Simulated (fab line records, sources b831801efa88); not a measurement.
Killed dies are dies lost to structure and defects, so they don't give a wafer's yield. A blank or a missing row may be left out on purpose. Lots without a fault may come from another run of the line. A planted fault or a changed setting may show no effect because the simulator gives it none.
Problem report in the 8D (eight disciplines) form, filled by code | flow gf180mcu | the parts of the form that need people (team, actions taken, sign-off) are left out

1. THE PROBLEM
spin_speed_rpm at GF_NSD_COAT_02 reads a mean of 3154.6 rpm on 6 wafers of 2 lots; wafers without a fault read 3000.1 rpm with a standard deviation of 2.3. That is +67 standard deviations from the usual mean.
The step: resist thk 1000 nm.
First seen on wafer L266.1, day 17 14:11, on litho_track-02. The record holds 39 wafers of 13 lots with a number at this step. Rule for "out", or "out of limits": more than 4 standard deviations from the usual mean. The other wafers with a number count as sound.

2. WHAT IT IS AND WHAT IT IS NOT
question                    | is                     | is not
which readings at this step | spin_speed_rpm         | -
which lots                  | L266, L268             | L253, L254, L256, L258, L259, L260, L269, L270, L271, L275, L276
which wafers of those lots  | all that have a number | -
read on which tools         | litho_track-02         | litho_track-03, litho_track-04
when                        | from day 17 14:11      | up to then (18 sound wafers); but 15 sound wafers of L269, L270, L271, L275, L276 came after

3. SUSPECTS, AND WHAT RULES EACH OUT
Counting: a tool at a process step up to the reading stays a suspect if it ran every lot that is out and no sound lot after the first of them.
- litho_track-02 at GF_NSD_COAT_02 (resist thk 1000 nm): kept. It ran every lot that is out, first L266 (day 17 14:11), and no sound lot after that; its last sound lot up to then is L256 (day 14 05:30). Its own readings are out on those wafers: spin_speed_rpm.
Left after counting: litho_track-02 at GF_NSD_COAT_02.

4. THE CAUSE (what the simulator had put in)
Process parameter drift: litho_track-02, from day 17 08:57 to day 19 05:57, at GF_NSD_COAT_02. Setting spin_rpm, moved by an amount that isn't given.
Counting left only this tool.

5. THE CHAIN OF EFFECTS, in route order
Each row: a reading whose mean over the struck wafers that have a number lies more than 3 standard deviations from the usual. Only readings for which the record gives a usual standard deviation are gone through. hours: the time from each lot's start at the first step in this table that gives one to its start at this step, as a median over the lots. sigmas: the change in usual standard deviations.
hours | step            | reading                  | usual      | on struck wafers | change | sigmas
0     | GF_NSD_COAT_02  | spin_speed_rpm           | 3000.1 rpm | 3154.6           | +154.5 | +67
13    | GF_NSD_STRIP_11 | strip_time_to_endpoint_s | 22.97 s    | 22.70            | -0.27  | -6.5
The process steps in it:
- GF_NSD_COAT_02: resist thk 1000 nm.
- GF_NSD_STRIP_11: strips in O2/N2.
Later measuring or inspecting steps at which every struck wafer that the step has a row for has a number for every such reading, and none has moved that far: GF_SAB_THK_MEAS_01, GF_V2_THK_MEAS_01.

6. WHAT WOULD HAVE CAUGHT IT SOONER
In this record the first reading out of limits was taken at day 17 14:11, 5 hours after the fault began at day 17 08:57.
